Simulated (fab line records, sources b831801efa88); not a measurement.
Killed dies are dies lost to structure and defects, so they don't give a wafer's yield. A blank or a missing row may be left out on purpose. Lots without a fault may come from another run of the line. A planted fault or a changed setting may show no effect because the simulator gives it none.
fab line records | flow sky130
record lots=6 wafers=17 last_day=50
route steps=708 shown FIELD_ISO@13 PAD_OPEN@708
lots that met no fault: from a run of the same line without faults
start_h: hours from the record's first day to the start of the lot's first wafer shown | wait_h: hours since the lot's step before | " the same as in the row above | L1.1+2: a row that stands for several wafers | - no value, or no start given | * or withheld: withheld | < > ~ a bound
route shown NAME@n: a module of which the file shows steps, and the number in the route of the first | usual: mean/standard deviation of fault-free wafers | same: alike in all rows | chamber/n: place in a boat | sites: the reading at each site | _std_site: their standard deviation | _edge_site: outer sites' mean less inner sites' | radius_mm: how far each site lies from the wafer's centre | mask NAME#n: copy n | behind: the tool/chamber that last shaped the wafer | hold: why the lot was held/for how many hours/how that ended | device: the transistor (n, p or np) that didn't switch | end of line: the same wafers' tests at the end of the route | a step without rows: its recipe alone | killed: dies lost to structure and defects at the first sort, not the wafer's yield | map: a wafer's dies, x killed, . not, _ none there
set.NAME: the setting as run; set.NAME@STEP: as run at that earlier step | model.NAME: the simulator's own value behind a step, which no gauge read
lots at some steps of the route; a table a step, a row a wafer
services: from which hour (start_h, from the record's first day; less than 0 if before it) a tool's chamber was out of use, for how many hours, and why
## steps
# step SKY_FIELD_ISO_DEVELOP_12
# recipe develop_time_s=60 resist=KrF-thick dev_temp_c=21
# step SKY_FIELD_ISO_CD_MEAS_13
# recipe target_cd_nm=150
# usual cd_nm=149.6/1.7
# columns lot.wafer tool chamber start_h wait_h cd_nm
L692.2 cd_sem-01 - 38.77 - 150.6
L692.5 " - " " 151.1
L692.6 " - " " 151.3
L693.3 cd_sem-02 - 45.51 - 150.3
L693.4 " - " " 149.7
L693.5 " - " " 149.1
L706.3 cd_sem-02 - 113.69 - 150.2
L706.5 " - " " 150.0
L706.6 " - " " 148.9
L707.1 cd_sem-02 - 116.70 - 147.2
L707.3 " - " " 148.2
L707.6 " - " " 148.8
L708.2 cd_sem-01 - 123.62 - 151.9
L708.3 " - " " 152.5
L712.1 cd_sem-01 - 142.77 - 149.2
L712.5 " - " " 148.3
L712.6 " - " " 147.6
# step SKY_FIELD_ISO_ETCH_14
# recipe chemistry=N2/H2 target=BARC ion_energy_ev=200 source_w=500 bias_w=100 pressure_mtorr=30 n2_flow_sccm=100 h2_flow_sccm=200 stop_on=SiO2 time_s=45.9 target_depth_a=600
# usual drypump_motor_current_A=5.9/0.47 oes_product_au=0.854/0.0041 throttle_valve_pct=13.225/0.0091
# columns lot.wafer tool chamber start_h wait_h drypump_motor_current_A oes_product_au rf_hours_counter_h throttle_valve_pct
L692.2 rie_diel-03 2 38.87 0.1 5.1 0.856 144 13.238
L692.5 " 1 " " 5.4 0.853 - 13.223
L692.6 " 0 " " 6.1 0.853 - 13.239
L693.3 rie_diel-02 0 45.59 0.1 6.4 0.852 175 13.223
L693.4 " 3 " " 6.4 0.855 102 13.224
L693.5 " 2 " " 5.4 0.859 - 13.233
L706.3 rie_diel-03 2 113.77 0.1 5.1 0.858 146 13.220
L706.5 " 2 " " 5.1 0.850 - 13.234
L706.6 " 1 " " 5.4 0.846 - 13.226
L707.1 rie_diel-02 3 116.82 0.1 6.4 0.855 103 13.214
L707.3 " 0 " " 6.4 0.855 1 13.226
L707.6 " 2 " " 5.4 0.861 - 13.227
L708.2 rie_diel-04 1 123.72 0.1 6.6 0.855 28 13.241
L708.3 " 3 " " 6.1 0.847 14 13.219
L712.1 rie_diel-02 2 142.89 0.1 5.4 0.857 89 13.240
L712.5 " 2 " " 5.5 0.852 - 13.226
L712.6 " 3 " " 6.4 0.858 - 13.227
# step SKY_FIELD_ISO_ETCH_15
# recipe chemistry=CHF3/O2 target_depth_nm=180 stop_on=Si source_w=600 bias_w=200 pressure_mtorr=40 chf3_flow_sccm=50 O2_flow_sccm=5 time_s=72
# usual O2_flow_sccm=4.999/0.015 drypump_motor_current_A=5.9/0.47 oes_product_au=0.947/0.007 throttle_valve_pct=8.845/0.0093
# columns lot.wafer tool chamber start_h wait_h O2_flow_sccm drypump_motor_current_A oes_product_au rf_hours_counter_h throttle_valve_pct
L692.2 rie_diel-03 2 38.91 0.0 4.998 5.0 0.943 144 8.845
L692.5 " 1 " " 5.005 5.4 0.945 - 8.841
L692.6 " 0 " " 4.981 6.1 0.945 - 8.837
L693.3 rie_diel-02 0 45.63 0.0 4.999 6.3 0.953 175 8.836
L693.4 " 3 " " 4.988 6.4 0.950 102 8.867
L693.5 " 2 " " 4.980 5.4 0.950 - 8.838
L706.3 rie_diel-03 2 113.81 0.0 5.014 5.0 0.961 146 8.842
L706.5 " 2 " " 4.986 5.1 0.967 - 8.838
L706.6 " 1 " " 4.990 5.4 0.937 - 8.836
L707.1 rie_diel-02 3 116.86 0.0 4.988 6.4 0.946 103 8.835
L707.3 " 0 " " 4.993 6.3 0.946 1 8.846
L707.6 " 2 " " 5.010 5.4 0.953 - 8.856
L708.2 rie_diel-04 1 123.76 0.0 4.962 6.6 0.952 28 8.839
L708.3 " 3 " " 5.009 6.0 0.949 14 8.853
L712.1 rie_diel-02 2 142.93 0.0 4.985 5.4 0.941 89 8.845
L712.5 " 2 " " 4.982 5.4 0.939 - 8.856
L712.6 " 3 " " 5.017 6.4 0.945 - 8.852
# step SKY_FIELD_ISO_STRIP_16
# recipe chemistry=O2/N2 power_w=1400 pressure_mtorr=1500 platen_temp_c=withheld o2_flow_sccm=3000 n2_flow_sccm=300 overash_fraction=0.5
# usual drypump_motor_current_A=5.4/0.43 o2_flow_sccm=3001/9.6 oes_product_au=0.378/0.0046 strip_time_to_endpoint_s=3.542/0.025
# columns lot.wafer tool chamber start_h wait_h drypump_motor_current_A o2_flow_sccm oes_product_au rf_hours_counter_h strip_time_to_endpoint_s
L692.2 plasma_asher-01 0 38.97 0.0 4.8 3014 0.385 37 3.544
L692.5 " 0 " " 4.8 3016 0.387 - 3.523
L692.6 " 1 " " 5.5 2998 0.380 - 3.535
L693.3 plasma_asher-01 0 45.72 0.1 4.8 3010 0.382 - 3.541
L693.4 " 1 " " 5.5 2985 0.369 - 3.539
L693.5 " 0 " " 4.8 3002 0.372 - 3.509
L706.3 plasma_asher-04 0 113.90 0.1 5.1 2996 0.372 - 3.535
L706.5 " 0 " " 5.1 3005 0.376 - 3.563
L706.6 " 1 " " 5.3 2995 0.384 - 3.554
L707.1 plasma_asher-03 0 116.92 0.0 6.0 2994 0.380 44 3.544
L707.3 " 0 " " 6.0 3006 0.373 - 3.536
L707.6 " 0 " " 6.0 3002 0.368 - 3.529
L708.2 plasma_asher-03 1 123.82 0.0 5.9 2991 0.387 45 3.572
L708.3 " 1 " " 5.9 3004 0.381 - 3.558
L712.1 plasma_asher-04 1 142.99 0.0 5.2 3004 0.385 27 3.558
L712.5 " 1 " " 5.3 3001 0.377 - 3.538
L712.6 " 0 " " 5.1 2997 0.382 - 3.556
# step SKY_FIELD_ISO_ETCH_17
# recipe target_depth_a=3420 mask_material=Si3N4 chemistry=HBr/Cl2/O2 target=Si taper_deg=5 icp_w=600 bias_w=150 pressure_mtorr=15 HBr_flow_sccm=150 Cl2_flow_sccm=40 O2_flow_sccm=6 time_s=97.7
# usual O2_flow_sccm=6.002/0.017 drypump_motor_current_A=5.8/0.44 oes_product_au=0.997/0.008 throttle_valve_pct=25.659/0.01
# columns lot.wafer tool chamber start_h wait_h O2_flow_sccm drypump_motor_current_A oes_product_au rf_hours_counter_h throttle_valve_pct
L692.2 rie_si-02 3 39.07 0.1 5.992 5.2 1.005 2 25.672
L692.5 " 0 " " 5.985 6.0 0.991 - 25.673
L692.6 " 1 " " 6.008 5.4 0.998 - 25.662
L693.3 rie_si-02 0 45.79 0.0 5.989 5.9 1.010 33 25.641
L693.4 " 1 " " 6.011 5.4 1.005 67 25.665
L693.5 " 2 " " 6.006 6.1 1.004 - 25.658
L706.3 rie_si-02 3 113.97 0.0 6.031 5.2 0.996 2 25.662
L706.5 " 3 " " 6.034 5.2 0.994 - 25.667
L706.6 " 2 " " 5.996 6.1 1.005 - 25.628
L707.1 rie_si-01 2 117.02 0.1 5.965 6.0 1.004 1 25.659
L707.3 " 1 " " 5.993 5.3 1.012 41 25.662
L707.6 " 2 " " 5.984 6.0 0.996 - 25.662
L708.2 rie_si-02 3 123.92 0.1 5.998 5.2 1.000 3 25.661
L708.3 " 2 " " 5.983 6.1 1.009 43 25.651
L712.1 rie_si-02 0 143.09 0.1 5.992 5.9 0.991 34 25.672
L712.5 " 3 " " 6.037 5.2 0.996 - 25.661
L712.6 " 2 " " 6.031 6.1 0.994 - 25.673
# step SKY_FIELD_ISO_WET_ETCH_18
# recipe chemistry=H3PO4 target_depth_nm=25 temp_c=160 target=Si3N4 time_s=286
# step SKY_FIELD_ISO_CLEAN_19
# recipe chemistry=SC1/SC2 mix=1:4:20 temp_c=70 time_s=150
# step SKY_FIELD_ISO_CLEAN_20
# recipe chemistry=dHF time_s=20 dilution=100:1
# step SKY_FIELD_ISO_WET_ETCH_21
# recipe chemistry=dHF dilution=100:1 target_depth_nm=20 dry=ipa_marangoni target=SiO2 temp_c=25 time_s=400
# step SKY_FIELD_ISO_OXIDATION_22
# recipe temp_c=950 ambient=O2 stabilise_s=600 purge_s=300 target_thk_a=100 ox_time_s=623
# step SKY_FIELD_ISO_THK_MEAS_23
# recipe reads=SiO2_of_FIELD_ISO_OXIDATION_22
# usual FIELD_ISO_OXIDATION_01_THK=9.94/0.22
# columns lot.wafer tool chamber start_h wait_h FIELD_ISO_OXIDATION_01_THK[nm]
L692.2 film_metro-02 - 42.31 0.0 10.21
L692.5 " - " " 10.12
L692.6 " - " " 10.20
L693.3 film_metro-03 - 47.83 0.0 9.76
L693.4 " - " " 10.02
L693.5 " - " " 9.75
L706.3 film_metro-03 - 115.50 0.0 9.92
L706.5 " - " " 9.99
L706.6 " - " " 10.08
L707.1 film_metro-03 - 118.54 0.0 10.03
L707.3 " - " " 10.01
L707.6 " - " " 9.85
L708.2 film_metro-02 - 125.44 0.0 9.62
L708.3 " - " " 9.66
L712.1 film_metro-02 - 144.61 0.0 10.11
L712.5 " - " " 10.01
L712.6 " - " " 10.04
# step SKY_FIELD_ISO_CVD_24
# recipe material=SiO2 target_thk_nm=595 temp_c=650 sigma_open_frac=0.3 time_s=99.2 sih4_flow_sccm=60 pressure_mtorr=6
# usual susceptor_temp_C=650.0/0.31
# columns lot.wafer tool chamber start_h wait_h susceptor_temp_C model.SiO2_of_FIELD_ISO_CVD_24.thk_nm
L692.2 hdpcvd-01 1 42.36 0.0 649.5 598.4
L692.5 " 1 " " 650.6 597.3
L692.6 " 0 " " 649.8 601.9
L693.3 hdpcvd-02 2 47.87 0.0 649.4 593.8
L693.4 " 0 " " 650.2 595
L693.5 " 2 " " 649.5 589
L706.3 hdpcvd-01 2 115.54 0.0 649.7 455.5
L706.5 " 2 " " 650.3 598.1
L706.6 " 1 " " 650.5 595.2
L707.1 hdpcvd-02 1 118.60 0.1 649.6 593.4
L707.3 " 2 " " 650.7 589.5
L707.6 " 0 " " 650.2 587.3
L708.2 hdpcvd-01 2 125.49 0.0 650.4 470.3
L708.3 " 1 " " 650.0 474.5
L712.1 hdpcvd-02 2 144.67 0.1 650.5 597.5
L712.5 " 1 " " 650.0 608.6
L712.6 " 0 " " 650.2 595.3
# step SKY_FIELD_ISO_THK_MEAS_25
# recipe reads=SiO2_of_FIELD_ISO_CVD_24
# usual FIELD_ISO_CVD_24_THK=595/6.1
# columns lot.wafer tool chamber start_h wait_h hold FIELD_ISO_CVD_24_THK[nm]
L692.2 film_metro-03 - 42.44 0.0 - 599
L692.5 " - " " - 597
L692.6 " - " " - 602
L693.3 film_metro-02 - 47.96 0.1 - 594
L693.4 " - " " - 595
L693.5 " - " " - 589
L706.3 film_metro-04 - 115.64 0.1 await_dispo/0.2h/release 456
L706.5 " - " " await_dispo/0.2h/release 599
L706.6 " - " " await_dispo/0.2h/release 595
L706.3 film_metro-04 - 115.86 0.2 - 455
L706.5 " - " " - 598
L706.6 " - " " - 596
L707.1 film_metro-03 - 118.67 0.0 - 593
L707.3 " - " " - 590
L707.6 " - " " - 587
L708.2 film_metro-02 - 125.58 0.0 await_dispo/0.2h/release 470
L708.3 " - " " await_dispo/0.2h/release 474
L708.2 film_metro-02 - 125.80 0.2 - 471
L708.3 " - " " - 475
L712.1 film_metro-04 - 144.74 0.0 - 597
L712.5 " - " " - 609
L712.6 " - " " - 595
# step SKY_FIELD_ISO_CMP_27
# recipe stop_on=Si3N4 t_overpolish_s=16 down_force_psi=4 platen_rpm=60 target_thk_nm=457.8 pad_velocity_m_s=0.94248
# usual motor_current_A=12.2/1.3 retaining_ring_pressure_frac=1.000/0.005 time_to_endpoint_s=115/3.9
# columns lot.wafer tool chamber start_h wait_h motor_current_A retaining_ring_pressure_frac time_to_endpoint_s
L692.2 cmp-02 2 46.48 0.3 12.4 0.992 114
L692.5 " 0 " " 13.5 1.005 115
L692.6 " 1 " " 14.3 1.002 117
L693.3 cmp-01 1 50.50 0.0 12.3 1.006 116
L693.4 " 3 " " 13.3 0.992 115
L693.5 " 2 " " 10.9 1.007 115
L707.3 cmp-01 0 120.50 0.3 11.8 0.998 110
L707.1 " 3 " " 11.8 1.001 112
L707.6 " 1 " " 11.4 0.991 116
L706.3 cmp-01 3 121.03 0.1 12.0 0.998 87
L706.5 " 2 " " 9.7 1.001 117
L706.6 " 3 " " 13.0 1.000 113
L708.3 cmp-02 3 130.24 0.1 11.8 1.011 90
L708.2 " 1 " " 14.3 0.989 92
L712.1 cmp-02 1 146.93 0.1 14.2 1.003 118
L712.5 " 2 " " 12.1 1.006 117
L712.6 " 3 " " 11.8 1.002 118
# step SKY_FIELD_ISO_WET_ETCH_28
# recipe chemistry=dHF target_depth_nm=23.7 target=SiO2 dilution=10:1 temp_c=25 time_s=47
# step SKY_PAD_OPEN_PROBE_99
# usual killed_at_M0_to_M3=44/6.8 killed_at_M4_up=3.4/2 killed_at_contacts=24/5.2 killed_at_front_end=15/5.2 killed_at_other=0.2/0.46 killed_dies=87/9.8 killed_open=47/7.5 killed_short=39/6.8
# same gross_dies=492 killed_at_back_side=0
# columns lot.wafer tool chamber start_h wait_h killed_at_M0_to_M3 killed_at_M4_up killed_at_contacts killed_at_front_end killed_at_other killed_dies killed_open killed_short
L692.2 prober-02 - 1089.39 0.1 38 4 21 15 1 79 45 34
L692.5 prober-02 - 1089.54 0.2 41 1 35 17 0 94 49 45
L692.6 prober-02 - 1089.59 0.2 48 2 18 14 0 82 48 34
L693.3 prober-01 - 1095.48 0.2 53 4 22 9 2 90 48 42
L693.4 prober-01 - 1095.53 0.2 35 3 33 11 0 82 51 31
L693.5 prober-01 - 1095.58 0.2 44 5 32 12 0 93 50 43
L706.3 prober-02 - 1165.97 0.2 41 7 12 6 1 67 32 35
L706.5 prober-02 - 1166.07 0.2 45 2 24 10 0 81 41 40
L706.6 prober-02 - 1166.12 0.2 43 2 18 7 0 70 33 37
L707.1 prober-01 - 1172.92 0.1 48 2 17 8 0 75 38 37
L707.3 prober-01 - 1173.02 0.2 31 2 24 14 0 71 41 30
L707.6 prober-01 - 1173.17 0.2 48 2 20 17 0 87 52 35
L708.2 prober-02 - 1178.40 0.1 50 0 30 16 0 96 57 39
L708.3 prober-02 - 1178.45 0.2 49 3 25 19 0 96 58 38
L712.1 prober-02 - 1192.20 0.1 45 2 18 19 0 84 56 28
L712.5 prober-02 - 1192.40 0.2 55 4 21 6 0 86 47 39
L712.6 prober-02 - 1192.45 0.2 41 4 21 16 1 83 49 34
# killed by level:class
L692.2 VIA1:geometric_particle:open=13 CONTACT:geometric_particle:open=9 FIELD_ISO:geometric_particle:open=5 LI_CONTACT:geometric_particle:open=4 CONTACT:geometric_particle:short=4 METAL2:geometric_particle:short=4 VIA2:geometric_particle:short=4 VIA3:geometric_particle:open=4
L692.5 LI_CONTACT:geometric_particle:open=12 VIA1:geometric_particle:open=10 CONTACT:geometric_particle:open=9 CONTACT:geometric_particle:short=6 METAL2:geometric_particle:short=6 VIA2:geometric_particle:open=6 FIELD_ISO:geometric_particle:short=5 POLY_GATE:geometric_particle:short=5
L692.6 VIA1:geometric_particle:open=19 VIA3:geometric_particle:open=9 CONTACT:geometric_particle:short=7 METAL1:geometric_particle:short=6 FIELD_ISO:geometric_particle:short=5 LI_CONTACT:geometric_particle:open=5 VIA2:geometric_particle:open=5 POLY_GATE:geometric_particle:open=3
L693.3 VIA2:geometric_particle:open=12 VIA1:geometric_particle:open=10 CONTACT:geometric_particle:open=8 METAL2:geometric_particle:short=7 LI_CONTACT:geometric_particle:open=6 VIA1:geometric_particle:short=6 VIA3:geometric_particle:open=5 METAL3:geometric_particle:short=5
L693.4 CONTACT:geometric_particle:open=13 VIA1:geometric_particle:open=10 CONTACT:geometric_particle:short=8 METAL2:geometric_particle:short=6 LI_CONTACT:geometric_particle:open=6 FIELD_ISO:geometric_particle:open=4 FIELD_ISO:geometric_particle:short=4 VIA2:geometric_particle:open=4
L693.5 CONTACT:geometric_particle:open=13 LI_CONTACT:geometric_particle:open=10 VIA1:geometric_particle:open=8 METAL2:geometric_particle:short=7 VIA2:geometric_particle:open=6 CONTACT:geometric_particle:short=5 METAL1:geometric_particle:short=5 FIELD_ISO:geometric_particle:short=4
L706.3 VIA1:geometric_particle:open=11 VIA1:geometric_particle:short=10 VIA3:geometric_particle:open=5 CONTACT:geometric_particle:short=4 LI_CONTACT:geometric_particle:open=4 METAL1:geometric_particle:short=4 VIA2:geometric_particle:open=4 METAL4:geometric_particle:short=4
L706.5 CONTACT:geometric_particle:open=12 VIA1:geometric_particle:short=9 VIA1:geometric_particle:open=8 METAL1:geometric_particle:short=7 METAL2:geometric_particle:short=6 VIA3:geometric_particle:open=6 FIELD_ISO:geometric_particle:short=3 LI_CONTACT:geometric_particle:open=3
L706.6 CONTACT:geometric_particle:open=9 VIA1:geometric_particle:short=8 VIA1:geometric_particle:open=8 METAL1:geometric_particle:short=7 VIA3:geometric_particle:open=5 VIA2:geometric_particle:short=4 METAL3:geometric_particle:short=4 LI_CONTACT:geometric_particle:open=3
L707.1 VIA1:geometric_particle:open=10 VIA1:geometric_particle:short=7 VIA2:geometric_particle:short=7 LI_CONTACT:geometric_particle:open=5 LOCAL_INTERCONNECT:geometric_particle:short=5 METAL1:geometric_particle:short=5 CONTACT:geometric_particle:open=4 VIA2:geometric_particle:open=4
L707.3 LI_CONTACT:geometric_particle:open=10 CONTACT:geometric_particle:open=8 VIA1:geometric_particle:open=7 METAL3:geometric_particle:short=6 VIA2:geometric_particle:open=4 FIELD_ISO:geometric_particle:open=3 SONOS_ONO:geometric_particle:short=3 POLY_GATE:geometric_particle:open=3
L707.6 VIA1:geometric_particle:open=10 VIA3:geometric_particle:open=9 CONTACT:geometric_particle:open=8 FIELD_ISO:geometric_particle:open=6 FIELD_ISO:geometric_particle:short=6 LI_CONTACT:geometric_particle:open=5 VIA2:geometric_particle:open=5 METAL2:geometric_particle:short=5
L708.2 VIA1:geometric_particle:open=11 CONTACT:geometric_particle:open=9 VIA2:geometric_particle:open=9 LI_CONTACT:geometric_particle:open=8 METAL2:geometric_particle:short=7 FIELD_ISO:geometric_particle:open=6 VIA3:geometric_particle:open=6 LOCAL_INTERCONNECT:geometric_particle:short=5
L708.3 VIA1:geometric_particle:open=14 VIA3:geometric_particle:open=10 POLY_GATE:geometric_particle:open=8 CONTACT:geometric_particle:open=8 LOCAL_INTERCONNECT:geometric_particle:short=7 METAL2:geometric_particle:short=7 FIELD_ISO:geometric_particle:short=4 LI_CONTACT:geometric_particle:open=4
L712.1 VIA1:geometric_particle:open=16 VIA2:geometric_particle:open=10 CONTACT:geometric_particle:open=6 LI_CONTACT:geometric_particle:open=5 FIELD_ISO:geometric_particle:short=4 FIELD_ISO:geometric_particle:open=4 CONTACT:geometric_particle:short=4 VIA3:geometric_particle:open=4
L712.5 VIA1:geometric_particle:open=16 VIA1:geometric_particle:short=8 LI_CONTACT:geometric_particle:open=7 VIA2:geometric_particle:open=6 CONTACT:geometric_particle:short=5 METAL2:geometric_particle:short=5 VIA3:geometric_particle:open=5 VIA3:geometric_particle:short=4
L712.6 VIA1:geometric_particle:open=17 CONTACT:geometric_particle:open=8 FIELD_ISO:geometric_particle:open=6 VIA2:geometric_particle:open=6 LI_CONTACT:geometric_particle:open=5 METAL1:geometric_particle:short=5 FIELD_ISO:geometric_particle:short=4 VIA3:geometric_particle:open=4
## services
# columns tool chamber start_h hours kind
cmp-01 - 28.41 8.0 pm
plasma_asher-03 - 29.19 7.2 pm
cmp-02 - 36.18 0.8 repair
rie_diel-03 1 40.94 10.1 repair
cmp-02 - 41.41 4.0 repair
rie_diel-02 1 50.79 4.3 repair
cmp-02 - 56.56 0.5 repair
cmp-02 - 57.33 0.5 repair
plasma_asher-04 - 61.79 21.6 repair
cmp-02 - 64.00 4.0 pm
hdpcvd-02 - 66.75 15.0 pm
rie_si-01 1 73.50 7.5 repair
hdpcvd-02 2 73.70 3.3 repair
cmp-01 - 76.57 6.0 pm
rie_si-02 - 77.36 0.3 repair
hdpcvd-01 1 80.45 4.6 repair
rie_diel-04 0 83.09 4.5 repair
rie_diel-02 3 90.96 6.6 repair
cmp-02 - 99.30 2.0 repair
rie_si-02 3 100.85 4.1 repair
rie_diel-04 2 112.36 1.3 repair
cmp-02 - 117.18 6.2 pm
rie_diel-04 - 133.71 15.6 pm
rie_si-02 - 144.27 2.8 pm
## key
first_sign step=SKY_FIELD_ISO_THK_MEAS_25 reading=visit direction=added
effect step=SKY_FIELD_ISO_THK_MEAS_25 reading=FIELD_ISO_CVD_24_THK direction=down sigmas=21 usual=595 struck=467
effect step=SKY_FIELD_ISO_CMP_27 reading=time_to_endpoint_s direction=down sigmas=6.4 usual=* struck=*
model_effect step=SKY_FIELD_ISO_CVD_24 value=SiO2_of_FIELD_ISO_CVD_24.thk_nm without=601 struck=466.8
met_at SKY_FIELD_ISO_CVD_24
struck_wafers L706.3,L708.2,L708.3
tester_left_out L706,L708
onset_between 42.36 115.54
fault kind=process_parameter_drift tool=hdpcvd-01 chamber=- onset_h=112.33 steps=SKY_FIELD_ISO_CVD_24 channel=target_thk_nm offset=-134.2 shape=step end_h=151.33 scope=struck_wafers_only acts_in=these_recipes_only stated=595
# tester_left_out: of these lots the tester's yield and bins aren't shown, on N5 and GAA mostly nor the transistor test; their killed dies are dies lost to structure and defects alone, not to doping, threshold or leakage, so they don't give the yield
